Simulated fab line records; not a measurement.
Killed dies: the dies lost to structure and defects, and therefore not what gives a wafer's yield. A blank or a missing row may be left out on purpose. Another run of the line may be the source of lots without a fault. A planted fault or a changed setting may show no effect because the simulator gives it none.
fab line records	flow sky130
record: lots: 13	wafers: 37	lastDay: 50
route steps=708 shown SONOS_ONO@181 LDD_HVN@275 LDD_HVP@285 SPACER@305 PAD_OPEN@708
lots that met no fault: from a run of the same line without faults
startH: start of the lot's first displayed wafer, in hours after the record's first day	waitH: hours from the lot's prior step to this one	" unchanged from the row above	L1.1+2: a single row standing in for several wafers	- no value, or no start was given	* or withheld: withheld	< > ~ a bound
route shown NAME@n: a module of which the file shows steps, and the number in the route of the first	usual: mean/standard deviation of fault-free wafers	same: alike in all rows	chamber/n: place in a boat	sites: readings site by site	_std_site: the values' standard deviation	_edge_site: mean of outer sites minus mean of inner sites	radiusMm: for every site, how far away it sits from the centre of the wafer	mask NAME#n: copy n	behind: tool/chamber where the wafer was last shaped	hold: what put the lot on hold/how long, in hours/how the hold closed	device: names the non-switching transistor (n, p or np)	end of line: the tests these same wafers got at the end of their route	where a step has no rows: the recipe by itself	killed: dies lost to structure and defects at the first sort, not the wafer's yield	map: shows each die of a wafer: x if killed, . if not, _ if none is there
set.NAME: setting as actually run; set.NAME@STEP: the setting as run at that earlier step	model.NAME: the simulator's own value behind a step, which no gauge read
steps of the route over a sample of lots; a table a step, a row a wafer
services: when a tool's chamber went out of use (startH, in hours from the record's first day, below 0 if earlier), for how many hours, and the reason
== steps ==
step: SKY_SONOS_ONO_CD_MEAS_13
recipe: targetCdNm: 410
usual: cdNm: 410.2/2.7
lot.wafer	tool	chamber	startH	waitH	cdNm
L673.1	cdSem-02	-	270.62	0.1	408.7
L673.4	"	-	"	"	410.2
L673.6	"	-	"	"	409.9
L674.2	cdSem-02	-	289.09	0.1	409.2
L674.3	"	-	"	"	410.2
L674.6	"	-	"	"	410.1
L675.1	cdSem-02	-	301.62	0.1	412.1
L675.3	"	-	"	"	412.3
L675.6	"	-	"	"	410.4
L676.1	cdSem-01	-	307.29	0.1	409.0
L676.3	"	-	"	"	409.1
L676.6	"	-	"	"	411.1
L677.3	cdSem-01	-	317.29	0.1	405.5
L677.4	"	-	"	"	403.3
L677.6	"	-	"	"	406.6
L678.1	cdSem-01	-	323.64	0.1	413.0
L678.3	"	-	"	"	411.5
L678.4	"	-	"	"	412.7
L679.2	cdSem-01	-	332.39	0.2	414.8
L679.3	"	-	"	"	415.0
L679.4	"	-	"	"	413.0
L685.4	cdSem-02	-	384.90	0.1	412.2
L688.2	cdSem-02	-	407.29	0.1	411.6
L688.4	"	-	"	"	411.9
L688.5	"	-	"	"	412.1
L689.1	cdSem-02	-	420.15	0.1	408.6
L689.3	"	-	"	"	407.0
L689.5	"	-	"	"	408.0
L692.1	cdSem-02	-	434.22	0.1	410.7
L692.2	"	-	"	"	409.6
L692.4	"	-	"	"	410.1
L693.1	cdSem-02	-	438.52	0.1	408.1
L693.2	"	-	"	"	406.8
L693.4	"	-	"	"	407.3
L695.2	cdSem-02	-	462.71	0.1	414.0
L695.4	"	-	"	"	413.9
L695.6	"	-	"	"	413.4
step: SKY_LDD_HVN_IMPLANT_08
recipe: species: P	energyKev: 60	doseCm2: 3e+13	tiltDeg: 40
usual: beamOnS: 9.99/0.22	faradayCurrentUA: 169/3.7
lot.wafer	tool	chamber	startH	waitH	beamOnS	faradayCurrentUA
L673.1	implanter-03	0	453.81	0.0	10.27	163
L673.4	"	0	"	"	9.98	169
L673.6	"	0	"	"	10.12	167
L674.2	implanter-03	0	472.05	0.0	9.89	172
L674.3	"	0	"	"	10.28	165
L674.6	"	0	"	"	9.60	175
L675.1	implanter-01	0	486.51	0.0	9.73	174
L675.3	"	0	"	"	10.36	162
L675.6	"	0	"	"	10.18	165
L676.1	implanter-03	0	494.41	0.0	10.03	169
L676.3	"	0	"	"	10.04	167
L676.6	"	0	"	"	9.90	171
L677.3	implanter-03	0	502.01	0.1	10.08	169
L677.4	"	0	"	"	10.11	168
L677.6	"	0	"	"	9.92	170
L678.1	implanter-03	0	512.36	0.0	9.59	176
L678.3	"	0	"	"	10.26	165
L678.4	"	0	"	"	10.15	167
L679.2	implanter-03	0	521.35	0.0	10.03	168
L679.3	"	0	"	"	10.12	167
L679.4	"	0	"	"	10.08	168
L685.4	implanter-03	0	576.28	0.1	11.43	148
L688.2	implanter-01	0	602.85	0.0	9.88	172
L688.4	"	0	"	"	9.79	173
L688.5	"	0	"	"	10.01	169
L689.1	implanter-01	0	612.77	0.0	10.19	166
L689.3	"	0	"	"	9.92	171
L689.5	"	0	"	"	9.72	174
L692.1	implanter-04	0	626.77	0.0	10.23	166
L692.2	"	0	"	"	10.24	166
L692.4	"	0	"	"	9.70	175
L693.1	implanter-03	0	635.75	0.0	10.28	164
L693.2	"	0	"	"	10.13	167
L693.4	"	0	"	"	10.25	166
L695.2	implanter-01	0	651.55	0.0	10.32	164
L695.4	"	0	"	"	9.69	174
L695.6	"	0	"	"	10.01	169
step: SKY_LDD_HVP_OVL_MEAS_07
usual: LDD_HVP_OVL: 0.6/1.3
lot.wafer	tool	chamber	startH	waitH	LDD_HVP_OVL[nm]
L673.1	overlay-02	-	484.82	0.1	0.8
L673.4	"	-	"	"	1.4
L673.6	"	-	"	"	0.9
L674.2	overlay-01	-	502.41	0.1	1.4
L674.3	"	-	"	"	1.4
L674.6	"	-	"	"	1.3
L675.1	overlay-02	-	517.65	0.1	-0.2
L675.3	"	-	"	"	1.4
L675.6	"	-	"	"	1.3
L676.1	overlay-01	-	525.24	0.1	-0.9
L676.3	"	-	"	"	-1.2
L676.6	"	-	"	"	-0.5
L677.3	overlay-01	-	532.13	0.1	1.6
L677.4	"	-	"	"	0.4
L677.6	"	-	"	"	1.5
L678.1	overlay-01	-	542.79	0.1	0.3
L678.3	"	-	"	"	1.1
L678.4	"	-	"	"	0.8
L679.2	overlay-01	-	551.79	0.1	0.4
L679.3	"	-	"	"	0.4
L679.4	"	-	"	"	0.6
L685.4	overlay-01	-	605.12	0.1	-1.5
L688.2	overlay-01	-	631.61	0.1	-0.1
L688.4	"	-	"	"	0.8
L688.5	"	-	"	"	-0.2
L689.1	overlay-02	-	641.62	0.1	0.6
L689.3	"	-	"	"	2.5
L689.5	"	-	"	"	1.7
L692.1	overlay-02	-	655.97	0.1	1.1
L692.2	"	-	"	"	-0.7
L692.4	"	-	"	"	0.9
L693.1	overlay-01	-	663.79	0.1	1.4
L693.2	"	-	"	"	1.9
L693.4	"	-	"	"	1.5
L695.2	overlay-02	-	679.44	0.1	0.3
L695.4	"	-	"	"	1.0
L695.6	"	-	"	"	2.6
step: SKY_SPACER_THK_MEAS_01
recipe: reads: Si3N4_of_SPACER_CVD_00
usual: SPACER_CVD_00_THK: 43.3/0.43
lot.wafer	tool	chamber	startH	waitH	SPACER_CVD_00_THK[nm]
L673.1	filmMetro-02	-	518.11	0.0	43.2
L673.4	"	-	"	"	43.1
L673.6	"	-	"	"	43.1
L674.2	filmMetro-01	-	534.20	0.0	43.5
L674.3	"	-	"	"	43.7
L674.6	"	-	"	"	43.2
L675.1	filmMetro-03	-	549.80	0.0	43.8
L675.3	"	-	"	"	43.4
L675.6	"	-	"	"	43.4
L676.1	filmMetro-02	-	557.42	0.0	43.9
L676.3	"	-	"	"	43.9
L676.6	"	-	"	"	43.5
L677.3	filmMetro-03	-	564.21	0.0	43.4
L677.4	"	-	"	"	43.2
L677.6	"	-	"	"	43.2
L678.1	filmMetro-03	-	574.80	0.0	44.0
L678.3	"	-	"	"	44.0
L678.4	"	-	"	"	44.0
L679.2	filmMetro-02	-	584.13	0.0	43.9
L679.3	"	-	"	"	43.7
L679.4	"	-	"	"	44.0
L685.4	filmMetro-03	-	636.12	0.0	43.1
L688.2	filmMetro-02	-	663.90	0.0	42.8
L688.4	"	-	"	"	43.4
L688.5	"	-	"	"	42.7
L689.1	filmMetro-01	-	672.74	0.0	42.7
L689.3	"	-	"	"	42.6
L689.5	"	-	"	"	42.8
L692.1	filmMetro-03	-	687.07	0.0	43.4
L692.2	"	-	"	"	42.9
L692.4	"	-	"	"	43.2
L693.1	filmMetro-03	-	694.46	0.0	43.6
L693.2	"	-	"	"	43.9
L693.4	"	-	"	"	43.4
L695.2	filmMetro-03	-	710.63	0.0	42.6
L695.4	"	-	"	"	42.6
L695.6	"	-	"	"	42.8
step: SKY_PAD_OPEN_PROBE_99
usual: killed_at_M0_to_M3: 45/7.1	killed_at_M4_up: 3.0/1.8	killedAtContacts: 24/5.4	killedAtFrontEnd: 16/4.9	killedAtOther: 0.3/0.63	killedDies: 88/11	killedOpen: 47/7.4	killedShort: 40/7
same: grossDies: 492	killedAtBackSide: 0
lot.wafer	tool	chamber	startH	waitH	killed_at_M0_to_M3	killed_at_M4_up	killedAtContacts	killedAtFrontEnd	killedAtOther	killedDies	killedOpen	killedShort
L674.2	prober-02	-	1079.42	0.1	60	3	15	10	0	88	49	37
L674.3	prober-02	-	1079.47	0.2	50	4	25	15	2	96	53	40
L674.6	prober-02	-	1079.62	0.2	45	2	24	22	0	93	57	36
L675.1	prober-01	-	1089.68	0.1	38	4	25	15	0	82	43	38
L675.3	prober-01	-	1089.78	0.2	37	1	25	4	0	67	43	24
L675.6	prober-01	-	1089.93	0.2	50	3	29	11	0	93	43	50
L676.1	prober-02	-	1094.47	0.1	46	1	24	19	0	90	59	31
L676.3	prober-02	-	1094.57	0.2	48	5	26	14	1	94	53	41
L676.6	prober-02	-	1094.72	0.2	58	3	19	14	0	94	49	45
L677.3	prober-01	-	1101.00	0.2	45	2	31	16	0	94	52	40
L677.4	prober-01	-	1101.05	0.2	44	2	29	14	0	89	49	38
L677.6	prober-01	-	1101.15	0.2	52	5	39	18	0	114	61	53
L678.1	prober-02	-	1107.24	0.1	43	6	19	14	0	82	40	42
L678.3	prober-02	-	1107.34	0.2	46	4	18	21	2	91	53	38
L678.4	prober-02	-	1107.39	0.2	43	2	26	11	1	83	38	45
L679.2	prober-01	-	1112.83	0.1	40	2	15	18	0	75	48	26
L679.3	prober-01	-	1112.88	0.2	36	2	21	16	1	76	32	43
L679.4	prober-01	-	1112.93	0.2	43	3	29	19	1	95	46	48
L685.4	prober-01	-	1150.50	0.2	34	5	23	9	1	72	44	28
L688.2	prober-02	-	1167.26	0.1	47	2	16	18	1	84	48	35
L688.4	prober-02	-	1167.36	0.2	45	5	20	16	1	87	47	39
L688.5	prober-02	-	1167.41	0.2	44	4	34	21	0	103	54	49
L689.1	prober-01	-	1171.31	0.1	58	1	23	24	0	106	55	51
L689.3	prober-01	-	1171.41	0.2	46	2	22	13	0	83	36	47
L689.5	prober-01	-	1171.51	0.2	45	4	22	12	2	85	36	49
killed by level:class
L674.2 VIA1:geometricParticle:open=22 VIA2:geometricParticle:open=7 FIELD_ISO:geometricParticle:short=5 METAL2:geometricParticle:short=5 VIA2:geometricParticle:short=5 METAL3:geometricParticle:short=5 LI_CONTACT:geometricParticle:open=4 VIA1:geometricParticle:short=4
L674.3 VIA1:geometricParticle:open=15 CONTACT:geometricParticle:open=10 LI_CONTACT:geometricParticle:open=7 VIA3:geometricParticle:open=7 FIELD_ISO:geometricParticle:open=6 METAL1:geometricParticle:short=5 VIA1:geometricParticle:short=5 METAL3:geometricParticle:short=4
L674.6 CONTACT:geometricParticle:open=13 VIA1:geometricParticle:open=12 FIELD_ISO:geometricParticle:short=9 VIA2:geometricParticle:open=9 POLY_GATE:geometricParticle:open=6 VIA3:geometricParticle:open=6 LI_CONTACT:geometricParticle:open=5 VIA1:geometricParticle:short=5
L675.1 CONTACT:geometricParticle:open=10 VIA1:geometricParticle:short=7 LI_CONTACT:geometricParticle:open=6 VIA1:geometricParticle:open=6 VIA2:geometricParticle:open=6 METAL3:geometricParticle:short=6 FIELD_ISO:geometricParticle:open=4 METAL1:geometricParticle:short=4
L675.3 VIA1:geometricParticle:open=12 CONTACT:geometricParticle:open=9 VIA3:geometricParticle:open=8 LI_CONTACT:geometricParticle:open=7 CONTACT:geometricParticle:short=5 METAL1:geometricParticle:short=5 LOCAL_INTERCONNECT:geometricParticle:short=3 VIA2:geometricParticle:open=3
L675.6 VIA1:geometricParticle:short=10 LI_CONTACT:geometricParticle:open=8 CONTACT:geometricParticle:open=7 METAL2:geometricParticle:short=7 CONTACT:geometricParticle:short=6 METAL1:geometricParticle:short=6 VIA3:geometricParticle:open=6 POLY_GATE:geometricParticle:short=5
L676.1 VIA1:geometricParticle:open=15 CONTACT:geometricParticle:open=9 VIA2:geometricParticle:open=8 POLY_GATE:geometricParticle:open=6 VIA3:geometricParticle:open=6 FIELD_ISO:geometricParticle:short=5 LI_CONTACT:geometricParticle:open=5 LOCAL_INTERCONNECT:geometricParticle:short=5
L676.3 CONTACT:geometricParticle:open=9 VIA1:geometricParticle:open=9 VIA2:geometricParticle:open=7 VIA2:geometricParticle:short=6 FIELD_ISO:geometricParticle:short=6 LI_CONTACT:geometricParticle:open=6 VIA3:geometricParticle:open=6 LI_CONTACT:geometricParticle:short=4
L676.6 VIA1:geometricParticle:open=11 METAL2:geometricParticle:short=9 VIA2:geometricParticle:open=9 CONTACT:geometricParticle:open=7 METAL1:geometricParticle:short=7 VIA2:geometricParticle:short=6 LI_CONTACT:geometricParticle:open=5 VIA3:geometricParticle:open=5
L677.3 VIA1:geometricParticle:open=12 CONTACT:geometricParticle:open=8 POLY_GATE:geometricParticle:open=7 LI_CONTACT:geometricParticle:open=7 VIA3:geometricParticle:short=7 METAL1:geometricParticle:short=7 CONTACT:geometricParticle:short=6 VIA3:geometricParticle:open=6
L677.4 CONTACT:geometricParticle:open=15 VIA1:geometricParticle:open=11 VIA3:geometricParticle:open=6 VIA1:geometricParticle:short=5 FIELD_ISO:geometricParticle:short=4 LI_CONTACT:geometricParticle:open=4 CONTACT:geometricParticle:short=4 METAL2:geometricParticle:short=4
L677.6 CONTACT:geometricParticle:open=15 VIA1:geometricParticle:open=11 VIA1:geometricParticle:short=10 LI_CONTACT:geometricParticle:open=8 POLY_GATE:geometricParticle:open=7 CONTACT:geometricParticle:short=7 VIA2:geometricParticle:open=7 METAL1:geometricParticle:short=6
L678.1 VIA1:geometricParticle:open=7 CONTACT:geometricParticle:open=7 VIA2:geometricParticle:open=7 POLY_GATE:geometricParticle:open=5 METAL1:geometricParticle:short=5 CONTACT:geometricParticle:short=5 METAL2:geometricParticle:short=5 METAL2:geometricParticle:open=4
L678.3 VIA1:geometricParticle:open=14 LI_CONTACT:geometricParticle:open=8 CONTACT:geometricParticle:open=8 VIA1:geometricParticle:short=6 FIELD_ISO:geometricParticle:open=5 METAL2:geometricParticle:short=5 VIA3:geometricParticle:open=5 POLY_GATE:geometricParticle:short=4
L678.4 METAL2:geometricParticle:short=7 VIA2:geometricParticle:open=7 CONTACT:geometricParticle:open=6 METAL1:geometricParticle:short=6 LI_CONTACT:geometricParticle:open=5 LOCAL_INTERCONNECT:geometricParticle:short=5 VIA1:geometricParticle:short=5 CONTACT:geometricParticle:short=4
L679.2 VIA3:geometricParticle:open=10 CONTACT:geometricParticle:open=7 VIA1:geometricParticle:open=7 VIA1:geometricParticle:short=6 FIELD_ISO:geometricParticle:short=4 FIELD_ISO:geometricParticle:open=4 LI_CONTACT:geometricParticle:open=4 METAL2:geometricParticle:short=4
L679.3 POLY_GATE:geometricParticle:short=6 CONTACT:geometricParticle:open=6 VIA3:geometricParticle:open=6 FIELD_ISO:geometricParticle:short=5 LI_CONTACT:geometricParticle:open=5 LOCAL_INTERCONNECT:geometricParticle:short=5 VIA1:geometricParticle:open=5 VIA3:geometricParticle:short=5
L679.4 VIA1:geometricParticle:open=10 CONTACT:geometricParticle:open=8 LI_CONTACT:geometricParticle:open=7 FIELD_ISO:geometricParticle:short=6 LI_CONTACT:geometricParticle:short=6 VIA3:geometricParticle:short=6 VIA3:geometricParticle:open=6 CONTACT:geometricParticle:short=5
L685.4 VIA1:geometricParticle:open=10 CONTACT:geometricParticle:open=9 VIA2:geometricParticle:open=8 LI_CONTACT:geometricParticle:open=6 LOCAL_INTERCONNECT:geometricParticle:short=5 VIA3:geometricParticle:open=4 POLY_GATE:geometricParticle:open=3 CONTACT:geometricParticle:short=3
L688.2 VIA1:geometricParticle:open=14 VIA2:geometricParticle:open=9 FIELD_ISO:geometricParticle:open=6 LOCAL_INTERCONNECT:geometricParticle:short=5 VIA2:geometricParticle:short=5 VIA3:geometricParticle:open=5 POLY_GATE:geometricParticle:short=4 POLY_GATE:geometricParticle:open=4
L688.4 CONTACT:geometricParticle:open=11 VIA1:geometricParticle:open=10 VIA1:geometricParticle:short=9 POLY_GATE:geometricParticle:short=6 LI_CONTACT:geometricParticle:open=6 POLY_GATE:geometricParticle:open=5 METAL1:geometricParticle:short=5 VIA3:geometricParticle:open=5
L688.5 CONTACT:geometricParticle:open=11 LI_CONTACT:geometricParticle:open=10 CONTACT:geometricParticle:short=6 VIA2:geometricParticle:open=6 VIA1:geometricParticle:open=6 VIA3:geometricParticle:open=6 FIELD_ISO:geometricParticle:short=5 LOCAL_INTERCONNECT:geometricParticle:short=5
L689.1 VIA2:geometricParticle:open=9 METAL1:geometricParticle:short=8 VIA1:geometricParticle:short=8 VIA1:geometricParticle:open=8 FIELD_ISO:geometricParticle:open=7 POLY_GATE:geometricParticle:open=7 LI_CONTACT:geometricParticle:open=7 METAL2:geometricParticle:short=7
L689.3 METAL2:geometricParticle:short=14 VIA1:geometricParticle:open=11 CONTACT:geometricParticle:open=7 VIA3:geometricParticle:short=6 CONTACT:geometricParticle:short=5 METAL1:geometricParticle:short=5 POLY_GATE:geometricParticle:short=4 POLY_GATE:geometricParticle:open=3
L689.5 VIA1:geometricParticle:short=10 VIA3:geometricParticle:open=7 LI_CONTACT:geometricParticle:open=7 VIA1:geometricParticle:open=7 CONTACT:geometricParticle:short=6 METAL3:geometricParticle:short=6 POLY_GATE:geometricParticle:open=4 LOCAL_INTERCONNECT:geometricParticle:short=4
== services ==
tool	chamber	startH	hours	kind
implanter-03	-	443.89	3.8	pm
implanter-04	-	455.88	4.3	pm
implanter-03	-	504.68	2.5	repair
implanter-04	-	567.78	2.3	repair
implanter-03	-	620.63	1.3	repair
implanter-04	-	621.66	0.9	repair
implanter-01	-	626.47	6.1	pm
implanter-01	-	636.82	1.4	repair
== key ==
firstSign: step: SKY_LDD_HVN_IMPLANT_08	reading: beamOnS	direction: up	sigmas: 6.5	usual: 9.99	struck: 11.43
effect: step: SKY_LDD_HVN_IMPLANT_08	reading: faradayCurrentUA	direction: down	sigmas: 5.8	usual: 169	struck: 148
metAt SKY_LDD_HVN_IMPLANT_08
struckLots L685
testerLeftOut L685
notActingAt SKY_SONOS_ONO_CD_MEAS_13,SKY_LDD_HVP_OVL_MEAS_07,SKY_SPACER_THK_MEAS_01
onsetBetween 521.35 576.28
fault: kind: processParameterDrift	tool: implanter-03	chamber: -	onsetH: 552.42	steps: SKY_LDD_HVN_IMPLANT_08	channel: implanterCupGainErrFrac	offset: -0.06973	shape: step	endH: 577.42
testerLeftOut: of these lots the tester's yield and bins aren't shown, on N5 and GAA mostly nor the transistor test; their killed dies are dies lost to structure and defects alone, not to doping, threshold or leakage, so they don't give the yield
